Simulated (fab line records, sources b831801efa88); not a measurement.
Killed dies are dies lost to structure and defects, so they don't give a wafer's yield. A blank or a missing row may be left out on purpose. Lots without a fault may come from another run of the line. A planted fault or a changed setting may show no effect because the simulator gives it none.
Which tool did it? | flow gf180mcu | 11 lots, 33 wafers sampled, at 5 steps of a route of 602

WHAT THE GAUGES READ, wafer by wafer
GF_M2_RS_MEAS_05: measures by four-point-probe. Usual: M2_ALCU_RS 0.0694 ohm/sq, standard deviation 0.00069.
lot  | measured     | on            | M2_ALCU_RS (ohm/sq)  | flag
L455 | day 18 01:31 | film_metro-01 | 0.0679 0.0679 0.0680 |
L456 | day 18 14:46 | film_metro-02 | 0.0699 0.0696 0.0696 |
L458 | day 19 09:28 | film_metro-01 | 0.0686 0.0687 0.0684 |
L461 | day 20 13:38 | film_metro-02 | 0.0694 0.0691 0.0693 |
L462 | day 21 02:16 | film_metro-04 | 0.0698 0.0691 0.0696 |
L463 | day 21 08:44 | film_metro-04 | 0.0683 0.0695 0.0698 |
L465 | day 22 01:34 | film_metro-01 | 0.0706 0.0707 0.0712 |
L470 | day 23 16:56 | film_metro-02 | 0.0691 0.0693 0.0689 |
L472 | day 24 10:34 | film_metro-01 | 0.0696 0.0696 0.0696 |
L477 | day 26 00:53 | film_metro-01 | 0.0691 0.0694 0.0690 |
L478 | day 26 04:24 | film_metro-04 | 0.0694 0.0698 0.0693 |

GF_V2_THK_MEAS_03. Usual: V2_CVD_02_THK 851 nm, standard deviation 11.
lot  | measured     | on            | V2_CVD_02_THK (nm) | flag
L455 | day 19 02:24 | film_metro-04 | 842 841 852        |
L456 | day 19 16:05 | film_metro-01 | 838 849 845        |
L458 | day 20 10:39 | film_metro-03 | 846 857 865        |
L461 | day 21 14:16 | film_metro-01 | 834 836 852        |
L462 | day 22 03:02 | film_metro-04 | 860 868 866        |
L463 | day 22 08:41 | film_metro-03 | 835 836 844        |
L465 | day 23 01:34 | film_metro-03 | 836 860 856        |
L470 | day 24 15:58 | film_metro-04 | 782 804 808        | OFF
L472 | day 25 09:13 | film_metro-03 | 805 790 815        | OFF
L477 | day 26 22:34 | film_metro-01 | 842 862 857        |
L478 | day 27 02:06 | film_metro-01 | 842 839 851        |

WHICH TOOL RAN EACH LOT (tool, then ch and the chambers of the sampled wafers, then the start)
lot  | GF_M2_SPUTTER_00             | GF_M2_SPUTTER_04             | GF_V2_CVD_02
L455 | pvd_sputter-04, day 18 01:17 | pvd_sputter-04, day 18 01:28 | pecvd-03 ch 1,2, day 19 02:20
L456 | pvd_sputter-01, day 18 14:33 | pvd_sputter-01, day 18 14:44 | pecvd-01 ch 0,1,2, day 19 16:01
L458 | pvd_sputter-04, day 19 09:14 | pvd_sputter-04, day 19 09:25 | pecvd-02 ch 0,1, day 20 10:35
L461 | pvd_sputter-02, day 20 13:23 | pvd_sputter-02, day 20 13:34 | pecvd-01 ch 0,1,2, day 21 14:11
L462 | pvd_sputter-04, day 21 02:00 | pvd_sputter-04, day 21 02:11 | pecvd-02 ch 0,1, day 22 02:57
L463 | pvd_sputter-04, day 21 08:31 | pvd_sputter-04, day 21 08:42 | pecvd-03 ch 0,2, day 22 08:37
L465 | pvd_sputter-01, day 22 01:18 | pvd_sputter-01, day 22 01:29 | pecvd-03 ch 0,1,2, day 23 01:28
L470 | pvd_sputter-04, day 23 16:43 | pvd_sputter-04, day 23 16:54 | pecvd-01 ch 0,1, day 24 15:53
L472 | pvd_sputter-01, day 24 10:20 | pvd_sputter-01, day 24 10:31 | pecvd-01 ch 0,2, day 25 09:08
L477 | pvd_sputter-02, day 26 00:39 | pvd_sputter-02, day 26 00:50 | pecvd-02 ch 0,1,2, day 26 22:29
L478 | pvd_sputter-01, day 26 04:11 | pvd_sputter-01, day 26 04:22 | pecvd-02 ch 1,2, day 27 02:02
- GF_M2_SPUTTER_00: material Ti, target thk 37.5 nm, time 150 s.
- GF_M2_SPUTTER_04: material TiN, target thk 50 nm, time 41.7 s.
- GF_V2_CVD_02: deposits SiO2 from TEOS, target thk 850 nm, time 94.851 s.

WHAT THE TOOLS THEMSELVES READ (means of the sampled wafers that have a number; where no wafer has one, the mark that the record gives instead)
GF_M2_SPUTTER_00. Usual: cathode_dc_power_W 4000.0 W, standard deviation 0.69; throttle_valve_pct 29.9 %, standard deviation 1.4.
lot  | tool           | cathode_dc_power_W (W) | throttle_valve_pct (%) | flag
L455 | pvd_sputter-04 | 4000.1                 | 29.3                   |
L456 | pvd_sputter-01 | 4000.1                 | 30.4                   |
L458 | pvd_sputter-04 | 4000.3                 | 30.2                   |
L461 | pvd_sputter-02 | 3999.6                 | 29.8                   |
L462 | pvd_sputter-04 | 4000.5                 | 30.0                   |
L463 | pvd_sputter-04 | 4000.3                 | 29.5                   |
L465 | pvd_sputter-01 | 4000.2                 | 30.0                   |
L470 | pvd_sputter-04 | 3999.9                 | 29.5                   |
L472 | pvd_sputter-01 | 3998.6                 | 30.2                   |
L477 | pvd_sputter-02 | 3999.9                 | 30.2                   |
L478 | pvd_sputter-01 | 4000.1                 | 30.2                   |

GF_M2_SPUTTER_04. Usual: cathode_dc_power_W 6499.9 W, standard deviation 1.2; throttle_valve_pct 29.9 %, standard deviation 1.4.
lot  | tool           | cathode_dc_power_W (W) | throttle_valve_pct (%) | flag
L455 | pvd_sputter-04 | 6500.0                 | 29.5                   |
L456 | pvd_sputter-01 | 6500.0                 | 30.7                   |
L458 | pvd_sputter-04 | 6500.3                 | 30.1                   |
L461 | pvd_sputter-02 | 6499.8                 | 29.9                   |
L462 | pvd_sputter-04 | 6499.5                 | 30.1                   |
L463 | pvd_sputter-04 | 6499.2                 | 29.3                   |
L465 | pvd_sputter-01 | 6499.4                 | 29.9                   |
L470 | pvd_sputter-04 | 6501.3                 | 29.4                   |
L472 | pvd_sputter-01 | 6499.9                 | 30.3                   |
L477 | pvd_sputter-02 | 6499.3                 | 30.1                   |
L478 | pvd_sputter-01 | 6499.0                 | 30.2                   |

GF_V2_CVD_02. Usual: heater_power_w 633 W, standard deviation 120; rf_fwd_power_W 595.6 W, standard deviation 2.
lot  | tool     | heater_power_w (W) | rf_fwd_power_W (W) | flag
L455 | pecvd-03 | 665                | 596.1              |
L456 | pecvd-01 | 625                | 594.4              |
L458 | pecvd-02 | 507                | 595.3              |
L461 | pecvd-01 | 644                | 596.0              |
L462 | pecvd-02 | 532                | 594.6              |
L463 | pecvd-03 | 565                | 596.0              |
L465 | pecvd-03 | 619                | 595.3              |
L470 | pecvd-01 | 658                | 597.5              |
L472 | pecvd-01 | 571                | 595.6              |
L477 | pecvd-02 | 626                | 594.7              |
L478 | pecvd-02 | 682                | 596.1              |

THE ANSWER, worked out from the rows above alone
Rule: a lot is off if the mean of its wafers that have a number lies more than 3 standard deviations from the usual mean. A lot without any number at a reading at which 4 lots or more have one is off too. The other lots that the step has rows for count as sound. The gauges are gone through in route order, then the tools' own readings, and for those a lot's mean is taken as printed above. The first step at which some lot is off is used, and at that step the reading that is off furthest; a lot without a number counts as furthest.
Off: L470, L472, at GF_V2_THK_MEAS_03 (V2_CVD_02_THK).
A tool fits if, at a process step before that reading, it ran every lot that is off, and no sound lot after the first of them. The gauges at GF_V2_THK_MEAS_03 are tried like those tools. One fits: pecvd-01 at GF_V2_CVD_02. Its last sound lot is L461 (day 21 14:11), its first lot that is off L470 (day 24 15:53): a fault that began between those two fits.

WHAT THE SIMULATOR HAD PUT IN
Process parameter drift: pecvd-01, from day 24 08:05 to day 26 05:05, at GF_V2_CVD_02. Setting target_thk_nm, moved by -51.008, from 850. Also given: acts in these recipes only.
Lots struck among those shown: L470, L472. The rule above found the same.
